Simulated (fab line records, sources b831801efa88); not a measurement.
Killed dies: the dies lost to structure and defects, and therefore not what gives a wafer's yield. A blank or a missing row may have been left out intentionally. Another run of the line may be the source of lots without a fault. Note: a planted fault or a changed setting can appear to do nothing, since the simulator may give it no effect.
A lot that was struck, set against a sound lot    flow sky130    16 steps out of a route of 708
Sound: the wafers L825.1, L825.2, L825.6. Wafers L833.2, L833.3, L833.4 were the ones struck. Last of all comes the cause.
Order at every step that has rows: each side's tool, ch and its chambers, its first start. Under that, the readings that differ: sound wafers    struck wafers    difference of the means    sigmas: that difference in standard deviations of wafers without a fault.
alike: a reading whose means differ by less than 2 such deviations, as well as words and numbers matching on both sides. not compared: withheld readings; readings where some wafer has no value; bounds like >300 that might hide an equal value; numbers whose values overlap and for which the record gives no deviation.
Wherever a step has rows on one side only, a row that says differs or no value, or a row with sigmas, the two part there. Non-overlapping numbers with no deviation appear without sigmas and do not part them. A reading that every wafer of one side lacks parts them only if that side has two wafers or more.

SKY_METAL5_SPUTTER_03: material Ti, target thk 5 nm, time 3.3 s.
  sound on pvd_sputter-03, day 44 14:56; struck on pvd_sputter-03, day 46 18:44
  alike: throttle_valve_pct
SKY_METAL5_SPUTTER_04: material TiN, target thk 70 nm, time 58.3 s.
  sound on pvd_sputter-03, day 44 14:58; struck on pvd_sputter-03, day 46 18:45
  alike: throttle_valve_pct
SKY_METAL5_RS_MEAS_05: uses a four-point probe to measure.
  sound on film_metro-02, day 44 15:01; struck on film_metro-04, day 46 18:49
  alike: METAL5_ALCU_RS
SKY_METAL5_THK_MEAS_06: measures by xrf.
  sound on film_metro-02, day 44 15:08; struck on film_metro-04, day 46 18:56
  alike: METAL5_ALCU_THK
then, 7 steps without rows for these wafers: SKY_METAL5_DEHYDRATE_07 (time 60 s); SKY_METAL5_HMDS_08 (prime time 60 s); SKY_METAL5_COAT_09 (resist thk 1800 nm); SKY_METAL5_SOFTBAKE_10 (time 60 s); SKY_METAL5_EXPOSE_11 (exposes mask MM5, target cd 1600 nm); SKY_METAL5_PEB_12; SKY_METAL5_DEVELOP_13 (develop time 60 s).
SKY_METAL5_DESCUM_14: chemistry O2, time 11 s.
  sound on rie_metal-04 ch 0,1, day 45 12:11; struck on rie_metal-04 ch 0,1, day 47 14:16
  alike: drypump_motor_current_A, he_backside_leak_sccm, oes_product_au
  not compared: rf_hours_counter_h
SKY_METAL5_METAL_ETCH_15: etches the open film in Cl2/BCl3, stops on SiO2, target depth 1260 nm, time 252 s.
  sound on rie_metal-04 ch 0,1, day 45 12:14; struck on rie_metal-04 ch 0,1, day 47 14:17
reading                                      sound              struck                   difference  sigmas
oes_product_au (a.u.)                        0.891 0.897 0.900  0.831 0.829 0.834        -0.065      -15
over_etch_frac                               0.2 0.2 0.2        0.38141 0.38141 0.38141  +0.18141    
model.NOVOLAK_of_METAL5_COAT_09.thk_nm (nm)  1041 1050 1050     914.5 917.8 910.7        -132.7      
model.METAL5.cd_nm (nm)                      1604 1599 1606     1588 1587 1585           -16         
model.SiO2_of_VIA4_HDPCVD_00.thk_nm (nm)     548.5 549.2 549.1  543.2 544.1 542.9        -5.5        
  alike: drypump_motor_current_A, he_backside_leak_sccm, throttle_valve_pct
  not compared: rf_hours_counter_h
SKY_METAL5_STRIP_16: strips in O2/N2.
  sound on plasma_asher-03 ch 0,1, day 45 12:28; struck on plasma_asher-04 ch 0,1, day 47 14:32
reading                       sound              struck             difference  sigmas
strip_time_to_endpoint_s (s)  13.14 13.24 13.22  11.73 11.77 11.70  -1.47       -15
  alike: drypump_motor_current_A, oes_product_au
  not compared: rf_hours_counter_h
then, 1 step without rows for these wafers: SKY_METAL5_STRIP_17 (strips in post etch residue remover, time 1200 s).
SKY_PAD_OPEN_PROBE_99:
  sound on prober-01, day 47 08:59; struck on prober-01, day 49 06:41
reading                         sound           struck          difference  sigmas
model.etest.met5.width_nm (nm)  1607 1601 1606  1591 1582 1582  -20         
  alike: defect_limited_yield, killed_at_M0_to_M3, killed_at_M4_up, killed_at_contacts, killed_at_front_end, killed_at_other, killed_dies, killed_open, killed_short, sort_bin_3_pad_short, sort_bin_5_function, sort_bin_6_memory, sort_n_pass, sort_yield_pct

WHERE THEY PART
Last at SKY_METAL5_STRIP_16 as far as this record goes, first at SKY_METAL5_METAL_ETCH_15. Later steps at which nothing parts them and some readings are alike: SKY_PAD_OPEN_PROBE_99.

WHY: whatever the simulator had introduced
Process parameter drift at SKY_METAL5_METAL_ETCH_15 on rie_metal-04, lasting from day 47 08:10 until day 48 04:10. From 0.2, the setting over_etch_frac moved by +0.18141. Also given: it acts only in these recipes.
